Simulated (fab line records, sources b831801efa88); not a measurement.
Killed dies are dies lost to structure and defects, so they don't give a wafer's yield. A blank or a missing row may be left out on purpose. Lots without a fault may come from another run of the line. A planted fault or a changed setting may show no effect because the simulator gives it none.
fab line records | flow sky130
record lots=5 wafers=15 last_day=49
route steps=708 shown PASSIVATION@682 PAD_OPEN@694
lots that met no fault: from a run of the same line without faults
start_h: hours from the record's first day to the start of the lot's first wafer shown | wait_h: hours since the lot's step before | " the same as in the row above | L1.1+2: a row that stands for several wafers | - no value, or no start given | * or withheld: withheld | < > ~ a bound
route shown NAME@n: a module of which the file shows steps, and the number in the route of the first | usual: mean/standard deviation of fault-free wafers | same: alike in all rows | chamber/n: place in a boat | sites: the reading at each site | _std_site: their standard deviation | _edge_site: outer sites' mean less inner sites' | radius_mm: how far each site lies from the wafer's centre | mask NAME#n: copy n | behind: the tool/chamber that last shaped the wafer | hold: why the lot was held/for how many hours/how that ended | device: the transistor (n, p or np) that didn't switch | end of line: the same wafers' tests at the end of the route | a step without rows: its recipe alone | killed: dies lost to structure and defects at the first sort, not the wafer's yield | map: a wafer's dies, x killed, . not, _ none there
set.NAME: the setting as run; set.NAME@STEP: as run at that earlier step | model.NAME: the simulator's own value behind a step, which no gauge read
lots at some steps of the route; a table a step, a row a wafer
services: from which hour (start_h, from the record's first day; less than 0 if before it) a tool's chamber was out of use, for how many hours, and why
## steps
# step SKY_PASSIVATION_THK_MEAS_01
# recipe reads=SiO2_of_PASSIVATION_CVD_00
# usual PASSIVATION_CVD_00_THK=89.9/1.2
# columns lot.wafer tool chamber start_h wait_h PASSIVATION_CVD_00_THK[nm]
L075.1 film_metro-04 - 1066.08 - 88.8
L075.3 " - " " 89.3
L075.6 " - " " 90.5
L080.2 film_metro-03 - 1073.03 - 90.8
L080.3 " - " " 90.9
L080.4 " - " " 91.9
L086.1 film_metro-04 - 1113.05 - 88.7
L086.4 " - " " 90.4
L086.5 " - " " 90.2
L089.2 film_metro-04 - 1133.88 - 88.2
L089.3 " - " " 88.3
L089.4 " - " " 91.0
L091.1 film_metro-04 - 1138.07 - 88.9
L091.2 " - " " 88.2
L091.4 " - " " 88.5
# step SKY_PASSIVATION_CVD_02
# recipe material=Si3N4 target_thk_nm=540 temp_c=400 time_s=withheld rf_w=437.2
# usual heater_power_w=699/68
# columns lot.wafer tool chamber start_h wait_h heater_power_w
L075.1 pecvd-01 0 1066.14 0.1 610
L075.3 " 1 " " 659
L075.6 " 1 " " 680
L080.2 pecvd-02 1 1073.08 0.0 659
L080.3 " 0 " " 880
L080.4 " 2 " " 660
L086.1 pecvd-01 2 1113.11 0.1 721
L086.4 " 1 " " 748
L086.5 " 2 " " 734
L089.2 pecvd-04 1 1133.93 0.0 672
L089.3 " 0 " " 750
L089.4 " 2 " " 694
L091.1 pecvd-02 2 1138.13 0.1 630
L091.2 " 1 " " 638
L091.4 " 1 " " 638
# step SKY_PASSIVATION_THK_MEAS_03
# recipe reads=Si3N4_of_PASSIVATION_CVD_02
# usual PASSIVATION_CVD_02_THK=536/7.4
# columns lot.wafer tool chamber start_h wait_h PASSIVATION_CVD_02_THK[nm]
L075.1 film_metro-02 - 1066.36 - 530
L075.3 " - " " 527
L075.6 " - " " 535
L080.2 film_metro-02 - 1073.31 - 526
L080.3 " - " " 526
L080.4 " - " " 531
L086.1 film_metro-03 - 1113.34 - 525
L086.4 " - " " 533
L086.5 " - " " 532
L089.2 film_metro-03 - 1134.17 - 530
L089.3 " - " " 536
L089.4 " - " " 542
L091.1 film_metro-04 - 1138.36 - 525
L091.2 " - " " 523
L091.4 " - " " 542
# step SKY_PASSIVATION_DEHYDRATE_04
# recipe temp_c=200 time_s=60
# usual plate_temp_C=200.00/0.16
# columns lot.wafer tool chamber start_h wait_h plate_temp_C
L075.1 litho_track-04 0 1076.23 9.9 199.90
L075.3 " 0 " " 200.14
L075.6 " 0 " " 200.01
L080.2 litho_track-03 0 1084.56 11.2 200.20
L080.3 " 0 " " 200.08
L080.4 " 0 " " 199.97
L086.1 litho_track-04 0 1122.68 9.3 200.17
L086.4 " 0 " " 200.19
L086.5 " 0 " " 199.96
L089.2 litho_track-01 0 1142.55 8.4 200.04
L089.3 " 0 " " 199.71
L089.4 " 0 " " 199.73
L091.1 litho_track-01 0 1147.43 9.1 199.95
L091.2 " 0 " " 199.93
L091.4 " 0 " " 200.03
# step SKY_PASSIVATION_HMDS_05
# recipe prime_time_s=60 prime_temp_c=120
# same prime_time_s=60
# columns lot.wafer tool chamber start_h wait_h
L075.1+3+6 litho_track-04 0 1076.38 0.1
L080.2+3+4 litho_track-03 0 1084.71 0.1
L086.1+4+5 litho_track-04 0 1122.83 0.1
L089.2+3+4 litho_track-01 0 1142.70 0.1
L091.1+2+4 litho_track-01 0 1147.58 0.1
# step SKY_PASSIVATION_COAT_06
# recipe spin_rpm=2000 resist_thk_nm=3000
# columns lot.wafer tool chamber start_h wait_h
L075.1+3+6 litho_track-04 0 1076.53 0.1
L080.2+3+4 litho_track-03 0 1084.86 0.1
L086.1+4+5 litho_track-04 0 1122.98 0.1
L089.2+3+4 litho_track-01 0 1142.85 0.1
L091.1+2+4 litho_track-01 0 1147.73 0.1
# step SKY_PASSIVATION_SOFTBAKE_07
# recipe temp_c=110 time_s=withheld
# usual plate_temp_C=109.99/0.13
# columns lot.wafer tool chamber start_h wait_h plate_temp_C
L075.1 litho_track-04 0 1076.68 0.1 110.02
L075.3 " 0 " " 110.05
L075.6 " 0 " " 109.98
L080.2 litho_track-03 0 1085.02 0.1 109.73
L080.3 " 0 " " 110.03
L080.4 " 0 " " 109.72
L086.1 litho_track-04 0 1123.13 0.1 109.99
L086.4 " 0 " " 110.01
L086.5 " 0 " " 110.14
L089.2 litho_track-01 0 1143.01 0.1 110.07
L089.3 " 0 " " 109.93
L089.4 " 0 " " 109.93
L091.1 litho_track-01 0 1147.88 0.1 110.15
L091.2 " 0 " " 110.09
L091.4 " 0 " " 109.87
# step SKY_PASSIVATION_EXPOSE_08
# recipe mask_id=NSM target_cd_nm=3000 na=0.57 dose_mj=260
# usual exposure_dose_mJ_cm2=260.01/0.22
# columns lot.wafer tool chamber start_h wait_h mask exposure_dose_mJ_cm2
L075.1 iline_stepper-02 0 - - NSM#0 259.68
L075.3 " 0 " " NSM#0 260.03
L075.6 " 0 " " NSM#0 259.48
L080.2 iline_stepper-01 0 - - NSM#0 259.72
L080.3 " 0 " " NSM#0 260.00
L080.4 " 0 " " NSM#0 259.77
L086.1 iline_stepper-01 0 - - NSM#0 260.44
L086.4 " 0 " " NSM#0 260.22
L086.5 " 0 " " NSM#0 259.92
L089.2 iline_stepper-01 0 - - NSM#0 259.78
L089.3 " 0 " " NSM#0 259.81
L089.4 " 0 " " NSM#0 259.97
L091.1 iline_stepper-02 0 - - NSM#0 260.52
L091.2 " 0 " " NSM#0 260.23
L091.4 " 0 " " NSM#0 260.02
# step SKY_PASSIVATION_PEB_09
# recipe temp_c=115 time_s=withheld
# usual plate_temp_C=114.99/0.12
# columns lot.wafer tool chamber start_h wait_h plate_temp_C
L075.1 litho_track-01 0 - - 115.17
L075.3 " 0 " " 115.25
L075.6 " 0 " " 115.27
L080.2 litho_track-04 0 - - 115.15
L080.3 " 0 " " 115.04
L080.4 " 0 " " 115.06
L086.1 litho_track-04 0 - - 114.99
L086.4 " 0 " " 114.92
L086.5 " 0 " " 115.06
L089.2 litho_track-01 0 - - 115.01
L089.3 " 0 " " 115.11
L089.4 " 0 " " 114.73
L091.1 litho_track-04 0 - - 115.10
L091.2 " 0 " " 114.99
L091.4 " 0 " " 115.04
# step SKY_PASSIVATION_DEVELOP_10
# recipe develop_time_s=60 dev_temp_c=23
# columns lot.wafer tool chamber start_h wait_h
L075.1+3+6 litho_track-01 0 - -
L080.2+3+4 litho_track-04 0 - -
L086.1+4+5 litho_track-04 0 - -
L089.2+3+4 litho_track-01 0 - -
L091.1+2+4 litho_track-04 0 - -
# step SKY_PASSIVATION_ETCH_11
# recipe chemistry=CF4/O2 target_depth_nm=725 stop_on=AlCu source_w=800 bias_w=150 pressure_mtorr=150 cf4_flow_sccm=80 O2_flow_sccm=10 time_s=161.1
# usual drypump_motor_current_A=5.9/0.44 oes_product_au=0.974/0.0074 throttle_valve_pct=5.963/0.0093
# columns lot.wafer tool chamber start_h wait_h drypump_motor_current_A oes_product_au rf_hours_counter_h throttle_valve_pct
L075.1 rie_diel-03 1 1087.48 - 6.2 0.972 25 5.976
L075.3 " 3 " " 6.5 0.966 8 5.954
L075.6 " 0 " " 5.3 0.972 - 5.975
L080.2 rie_diel-02 0 1094.03 - 5.8 0.966 22 5.946
L080.3 " 2 " " 6.2 0.969 12 5.965
L080.4 " 3 " " 5.2 0.976 17 5.984
L086.1 rie_diel-04 2 1133.13 - 5.4 0.969 19 5.953
L086.4 " 1 " " 6.1 0.967 11 5.962
L086.5 " 1 " " 6.1 0.967 - 5.949
L089.2 rie_diel-04 3 1153.18 - 6.0 0.974 19 5.953
L089.3 " 0 " " 5.9 0.983 10 5.951
L089.4 " 2 " " 5.3 0.979 19 5.960
L091.1 rie_diel-02 0 1156.94 - 5.8 0.968 24 5.967
L091.2 " 1 " " 6.4 0.958 13 5.964
L091.4 " 2 " " 6.2 0.977 14 5.948
# step SKY_PASSIVATION_STRIP_12
# recipe chemistry=O2/N2 power_w=1400 pressure_mtorr=1500 platen_temp_c=withheld overash_fraction=0.7 o2_flow_sccm=3000 n2_flow_sccm=300
# usual drypump_motor_current_A=5.7/0.47 oes_product_au=0.660/0.0046 strip_time_to_endpoint_s=31.56/0.12
# columns lot.wafer tool chamber start_h wait_h drypump_motor_current_A oes_product_au rf_hours_counter_h strip_time_to_endpoint_s
L075.1 plasma_asher-01 0 1087.58 0.1 6.3 0.672 29 31.37
L075.3 " 1 " " 6.2 0.664 - 31.63
L075.6 " 0 " " 6.3 0.658 - 31.64
L080.2 plasma_asher-02 1 1094.14 0.1 4.7 0.655 3 31.57
L080.3 " 1 " " 4.7 0.654 - 31.64
L080.4 " 0 " " 5.5 0.663 - 31.72
L086.1 plasma_asher-02 0 1133.24 0.1 5.5 0.662 6 31.38
L086.4 " 1 " " 4.7 0.662 - 31.34
L086.5 " 0 " " 5.4 0.653 - 31.31
L089.2 plasma_asher-01 1 1153.29 0.1 6.1 0.656 35 31.75
L089.3 " 1 " " 6.1 0.659 - 31.63
L089.4 " 0 " " 6.3 0.653 - 31.58
L091.1 plasma_asher-01 0 1157.04 0.1 6.3 0.665 36 31.55
L091.2 " 1 " " 6.1 0.662 36 31.75
L091.4 " 1 " " 6.1 0.656 - 31.81
# step SKY_PAD_OPEN_DEHYDRATE_00
# recipe temp_c=200 time_s=59.14
# usual plate_temp_C=199.97/0.15
# columns lot.wafer tool chamber start_h wait_h plate_temp_C
L075.1 litho_track-04 0 1094.83 7.2 200.04
L075.3 " 0 " " 199.94
L075.6 " 0 " " 200.19
L080.2 litho_track-01 0 1103.10 8.9 199.99
L080.3 " 0 " " 200.06
L080.4 " 0 " " 199.81
L086.1 litho_track-04 0 1141.14 7.9 199.86
L086.4 " 0 " " 199.73
L086.5 " 0 " " 200.02
L089.2 litho_track-04 0 1160.06 6.7 200.16
L089.3 " 0 " " 200.00
L089.4 " 0 " " 200.20
L091.1 litho_track-02 0 1162.67 5.6 200.44
L091.2 " 0 " " 200.28
L091.4 " 0 " " 200.15
# step SKY_PAD_OPEN_HMDS_01
# recipe prime_time_s=60 prime_temp_c=120
# same prime_time_s=60
# columns lot.wafer tool chamber start_h wait_h
L075.1+3+6 litho_track-04 0 1094.98 0.1
L080.2+3+4 litho_track-01 0 1103.25 0.1
L086.1+4+5 litho_track-04 0 1141.29 0.1
L089.2+3+4 litho_track-04 0 1160.21 0.1
L091.1+2+4 litho_track-02 0 1162.82 0.1
# step SKY_PAD_OPEN_COAT_02
# recipe spin_rpm=2000 resist_thk_nm=3000
# columns lot.wafer tool chamber start_h wait_h
L075.1+3+6 litho_track-04 0 1095.13 0.1
L080.2+3+4 litho_track-01 0 1103.40 0.1
L086.1+4+5 litho_track-04 0 1141.44 0.1
L089.2+3+4 litho_track-04 0 1160.36 0.1
L091.1+2+4 litho_track-02 0 1162.97 0.1
# step SKY_PAD_OPEN_SOFTBAKE_03
# recipe temp_c=110 time_s=withheld
# usual plate_temp_C=109.99/0.12
# columns lot.wafer tool chamber start_h wait_h plate_temp_C
L075.1 litho_track-04 0 1095.28 0.1 110.09
L075.3 " 0 " " 109.78
L075.6 " 0 " " 109.93
L080.2 litho_track-01 0 1103.56 0.1 109.83
L080.3 " 0 " " 109.91
L080.4 " 0 " " 109.97
L086.1 litho_track-04 0 1141.59 0.1 109.88
L086.4 " 0 " " 109.96
L086.5 " 0 " " 109.84
L089.2 litho_track-04 0 1160.52 0.1 109.95
L089.3 " 0 " " 110.18
L089.4 " 0 " " 110.15
L091.1 litho_track-02 0 1163.12 0.1 109.74
L091.2 " 0 " " 109.89
L091.4 " 0 " " 109.74
# step SKY_PAD_OPEN_EXPOSE_04
# recipe mask_id=PDM target_cd_nm=60000 na=0.57 dose_mj=260
# usual exposure_dose_mJ_cm2=259.99/0.26
# columns lot.wafer tool chamber start_h wait_h mask exposure_dose_mJ_cm2
L075.1 iline_stepper-02 0 - - PDM#0 260.46
L075.3 " 0 " " PDM#0 260.10
L075.6 " 0 " " PDM#0 260.19
L080.2 iline_stepper-02 0 - - PDM#0 260.38
L080.3 " 0 " " PDM#0 260.23
L080.4 " 0 " " PDM#0 260.07
L086.1 iline_stepper-01 0 - - PDM#0 260.00
L086.4 " 0 " " PDM#0 259.76
L086.5 " 0 " " PDM#0 259.85
L089.2 iline_stepper-01 0 - - PDM#0 260.09
L089.3 " 0 " " PDM#0 260.03
L089.4 " 0 " " PDM#0 259.93
L091.1 iline_stepper-02 0 - - PDM#0 259.87
L091.2 " 0 " " PDM#0 260.13
L091.4 " 0 " " PDM#0 259.77
# step SKY_PAD_OPEN_PEB_05
# recipe temp_c=115 time_s=withheld
# usual plate_temp_C=114.98/0.12
# columns lot.wafer tool chamber start_h wait_h plate_temp_C
L075.1 litho_track-01 0 - - 115.03
L075.3 " 0 " " 114.94
L075.6 " 0 " " 115.00
L080.2 litho_track-01 0 - - 114.99
L080.3 " 0 " " 114.90
L080.4 " 0 " " 115.26
L086.1 litho_track-01 0 - - 115.10
L086.4 " 0 " " 115.06
L086.5 " 0 " " 115.02
L089.2 litho_track-02 0 - - 115.17
L089.3 " 0 " " 114.96
L089.4 " 0 " " 115.09
L091.1 litho_track-02 0 - - 115.10
L091.2 " 0 " " 115.17
L091.4 " 0 " " 114.82
# step SKY_PAD_OPEN_DEVELOP_06
# recipe develop_time_s=60 dev_temp_c=23
# columns lot.wafer tool chamber start_h wait_h
L075.1+3+6 litho_track-01 0 - -
L080.2+3+4 litho_track-01 0 - -
L086.1+4+5 litho_track-01 0 - -
L089.2+3+4 litho_track-02 0 - -
L091.1+2+4 litho_track-02 0 - -
# step SKY_PAD_OPEN_ETCH_07
# recipe chemistry=CF4/O2 target_depth_nm=725 stop_on=AlCu source_w=800 bias_w=150 pressure_mtorr=150 cf4_flow_sccm=80 O2_flow_sccm=10 time_s=161.1
# usual drypump_motor_current_A=5.9/0.52 oes_product_au=0.973/0.0069 throttle_valve_pct=5.962/0.0089
# columns lot.wafer tool chamber start_h wait_h drypump_motor_current_A oes_product_au rf_hours_counter_h throttle_valve_pct
L075.1 rie_diel-03 1 1106.98 - 6.3 0.970 25 5.965
L075.3 " 3 " " 6.5 0.967 8 5.954
L075.6 " 0 " " 5.3 0.973 - 5.958
L080.2 rie_diel-02 1 1113.48 - 6.5 0.964 11 5.952
L080.3 " 3 " " 5.2 0.967 17 5.967
L080.4 " 0 " " 5.8 0.973 23 5.967
L086.1 rie_diel-01 2 1152.13 - 6.1 0.965 11 5.985
L086.4 " 1 " " 6.7 0.976 10 5.965
L086.5 " 3 " " 5.2 0.968 - 5.971
L089.2 rie_diel-01 0 1168.72 - 5.8 0.970 24 5.973
L089.3 " 3 " " 5.2 0.969 27 5.949
L089.4 " 1 " " 6.7 0.978 11 5.965
L091.1 rie_diel-01 0 1173.67 - 5.8 0.965 24 5.959
L091.2 " 1 " " 6.6 0.961 11 5.964
L091.4 " 1 " " 6.6 0.980 - 5.959
# step SKY_PAD_OPEN_STRIP_08
# recipe chemistry=O2/N2 power_w=1400 pressure_mtorr=1500 platen_temp_c=withheld overash_fraction=0.7 o2_flow_sccm=3000 n2_flow_sccm=300
# usual drypump_motor_current_A=5.6/0.53 oes_product_au=0.663/0.0046
# columns lot.wafer tool chamber start_h wait_h drypump_motor_current_A oes_product_au rf_hours_counter_h
L075.1 plasma_asher-03 1 1107.09 0.1 5.3 0.663 101
L075.3 " 0 " " 6.2 0.658 -
L075.6 " 1 " " 5.3 0.665 -
L080.2 plasma_asher-03 0 1113.59 0.1 6.2 0.668 102
L080.3 " 0 " " 6.2 0.667 -
L080.4 " 1 " " 5.3 0.664 -
L086.1 plasma_asher-01 1 1152.24 0.1 6.1 0.660 35
L086.4 " 0 " " 6.3 0.662 -
L086.5 " 1 " " 6.1 0.661 -
L089.2 plasma_asher-02 0 1168.83 0.1 5.4 0.660 10
L089.3 " 0 " " 5.4 0.667 -
L089.4 " 1 " " 4.8 0.661 -
L091.1 plasma_asher-03 0 1173.78 0.1 6.2 0.660 107
L091.2 " 1 " " 5.3 0.661 107
L091.4 " 0 " " 6.2 0.653 -
# step SKY_PAD_OPEN_STRIP_09
# recipe chemistry=post_etch_residue_remover time_s=1200 temp_c=72.5
# columns lot.wafer tool chamber start_h wait_h
L075.1+3+6 wet_bench-04 2 1107.19 0.1
L080.2+3+4 wet_bench-04 0 1113.69 0.1
L086.1+4+5 wet_bench-02 2 1152.46 0.2
L089.2+3+4 wet_bench-04 0 1168.93 0.1
L091.1+2+4 wet_bench-02 0 1173.90 0.1
# step SKY_PAD_OPEN_CLEAN_10
# recipe chemistry=IPA time_s=180 temp_c=25
# columns lot.wafer tool chamber start_h wait_h
L075.1+3+6 wet_bench-02 3 1107.53 0.0
L080.2+3+4 wet_bench-01 0 1114.03 0.0
L086.1+4+5 wet_bench-02 2 1153.00 0.2
L089.2+3+4 wet_bench-02 1 1169.27 0.0
L091.1+2+4 wet_bench-04 2 1174.27 0.0
# step SKY_PAD_OPEN_CLEAN_11
# recipe chemistry=O3/DIW dry=n2_spin
# columns lot.wafer tool chamber start_h wait_h
L075.1+3+6 wet_bench-02 0 1107.59 0.0
L080.2+3+4 wet_bench-04 3 1114.09 0.0
L086.1+4+5 wet_bench-02 2 1153.91 0.8
L089.2+3+4 wet_bench-01 1 1169.33 0.0
L091.1+2+4 wet_bench-01 1 1174.36 0.0
# step SKY_PAD_OPEN_ANNEAL_12
# recipe temp_c=400 time_s=withheld ambient=N2/H2 idle_temp_c=300 ramp_up_c_per_min=8 ramp_down_c_per_min=4
# usual ramp_up_c_per_min=8.0001/0.0015 spike_tc_bottom_C=422.1/1.3 zone_power_lower_pct=4.39/0.23 zone_power_upper_pct=4.09/0.04
# columns lot.wafer tool chamber start_h wait_h ramp_up_c_per_min spike_tc_bottom_C zone_power_lower_pct zone_power_upper_pct
L075.1 furnace-01 0 1107.68 0.0 8.0002 424.0 4.53 4.01
L075.3 " 0 " " 8.0010 423.0 4.57 4.11
L075.6 " 0 " " 8.0001 424.3 4.65 4.09
L080.2 furnace-02 0 1114.18 0.0 7.9999 421.7 4.18 4.10
L080.3 " 0 " " 8.0010 422.5 4.12 4.11
L080.4 " 0 " " 7.9994 420.4 4.17 4.07
L086.1 furnace-01 0 1154.50 0.5 8.0002 421.7 4.64 4.05
L086.4 " 0 " " 8.0027 422.7 4.61 4.11
L086.5 " 0 " " 7.9998 420.7 4.58 4.12
L089.2 furnace-01 0 1169.51 0.0 8.0031 422.1 4.50 4.05
L089.3 " 0 " " 8.0012 421.8 4.65 4.03
L089.4 " 0 " " 7.9989 423.9 4.62 4.10
L091.1 furnace-01 0 1174.46 0.0 7.9999 422.5 4.58 4.12
L091.2 " 0 " " 8.0016 421.9 4.56 4.11
L091.4 " 0 " " 7.9998 422.1 4.60 4.09
# step SKY_PAD_OPEN_BOW_MEAS_13
# recipe mode=bow
# usual PAD_OPEN_BOW=49/8.6
# columns lot.wafer tool chamber start_h wait_h PAD_OPEN_BOW[um]
L075.1 film_metro-01 - 1109.18 - 70
L075.3 " - " " 60
L075.6 " - " " 51
L080.2 film_metro-04 - 1115.70 - 57
L080.3 " - " " 49
L080.4 " - " " 42
L086.1 film_metro-02 - 1156.00 - 43
L086.4 " - " " 43
L086.5 " - " " 26
L089.2 film_metro-04 - 1171.03 - 33
L089.3 " - " " 39
L089.4 " - " " 47
L091.1 film_metro-01 - 1175.96 - 46
L091.2 " - " " 39
L091.4 " - " " 40
# step SKY_PAD_OPEN_PROBE_99
# usual defect_limited_yield=82.9/1.8 killed_at_M0_to_M3=42/7.2 killed_at_M4_up=3.2/1.8 killed_at_contacts=24/5.4 killed_at_front_end=15/4 killed_at_other=0.3/0.59 killed_dies=84/9 killed_open=46/7.1 killed_short=38/6 sort_bin_3_pad_short=0.8/0.41 sort_bin_5_function=10.1/1.3 sort_bin_6_memory=6.3/1.2 sort_n_pass=408/9 sort_yield_pct=82.9/1.8
# same gross_dies=492 killed_at_back_side=0 sort_bin_4_leakage[%]=0 sort_bin_8_speed[%]=0
# columns lot.wafer tool chamber start_h wait_h defect_limited_yield[%] killed_at_M0_to_M3 killed_at_M4_up killed_at_contacts killed_at_front_end killed_at_other killed_dies killed_open killed_short sort_bin_3_pad_short[%] sort_bin_5_function[%] sort_bin_6_memory[%] sort_n_pass sort_yield_pct[%]
L075.1 prober-01 - 1109.30 0.1 85.0 34 5 23 12 0 74 36 38 0.6 9.6 4.9 418 85.0
L075.3 prober-01 - 1109.40 0.2 88.0 26 4 21 8 0 59 30 29 1.0 7.3 3.7 433 88.0
L075.6 prober-01 - 1109.55 0.2 84.3 35 5 20 17 0 77 37 40 0.8 8.1 6.7 415 84.3
# killed by level:class
L075.1 LOCAL_INTERCONNECT:geometric_particle:short=9 CONTACT:geometric_particle:open=8 VIA1:geometric_particle:short=7 VIA1:geometric_particle:open=7 FIELD_ISO:geometric_particle:short=5 VIA2:geometric_particle:open=5 VIA3:geometric_particle:open=4 FIELD_ISO:geometric_particle:open=3
L075.3 CONTACT:geometric_particle:open=8 LOCAL_INTERCONNECT:geometric_particle:short=5 VIA1:geometric_particle:short=5 LI_CONTACT:geometric_particle:open=4 CONTACT:geometric_particle:short=4 VIA1:geometric_particle:open=4 METAL1:geometric_particle:short=3 VIA2:geometric_particle:open=3
L075.6 CONTACT:geometric_particle:open=6 LI_CONTACT:geometric_particle:open=5 LOCAL_INTERCONNECT:geometric_particle:short=5 METAL1:geometric_particle:short=5 VIA1:geometric_particle:open=5 VIA1:geometric_particle:short=5 POLY_GATE:geometric_particle:short=4 VIA3:geometric_particle:open=4
## services
# columns tool chamber start_h hours kind
rie_diel-03 1 1042.63 2.8 repair
rie_diel-04 - 1050.56 28.1 pm
plasma_asher-02 - 1055.25 9.0 pm
iline_stepper-02 - 1060.67 1.7 pm
plasma_asher-01 - 1063.15 4.8 repair
rie_diel-02 - 1067.59 14.6 pm
plasma_asher-01 - 1075.30 5.4 repair
iline_stepper-02 - 1082.75 11.0 repair
rie_diel-03 2 1083.15 14.0 repair
rie_diel-04 1 1084.48 26.8 repair
iline_stepper-01 - 1087.11 7.2 repair
rie_diel-03 1 1096.97 5.1 repair
iline_stepper-01 - 1098.31 1.7 pm
pecvd-02 2 1100.64 5.3 repair
rie_diel-04 - 1101.76 2.8 pm
rie_diel-02 - 1105.66 2.8 pm
iline_stepper-02 - 1115.70 9.4 repair
furnace-01 - 1126.66 3.0 pm
rie_diel-02 2 1128.67 8.8 repair
rie_diel-02 - 1132.79 0.9 repair
iline_stepper-02 - 1139.60 8.3 repair
wet_bench-01 - 1147.66 18.4 repair
wet_bench-02 - 1164.54 2.5 repair
rie_diel-01 2 1173.32 2.7 repair
## key
fault none
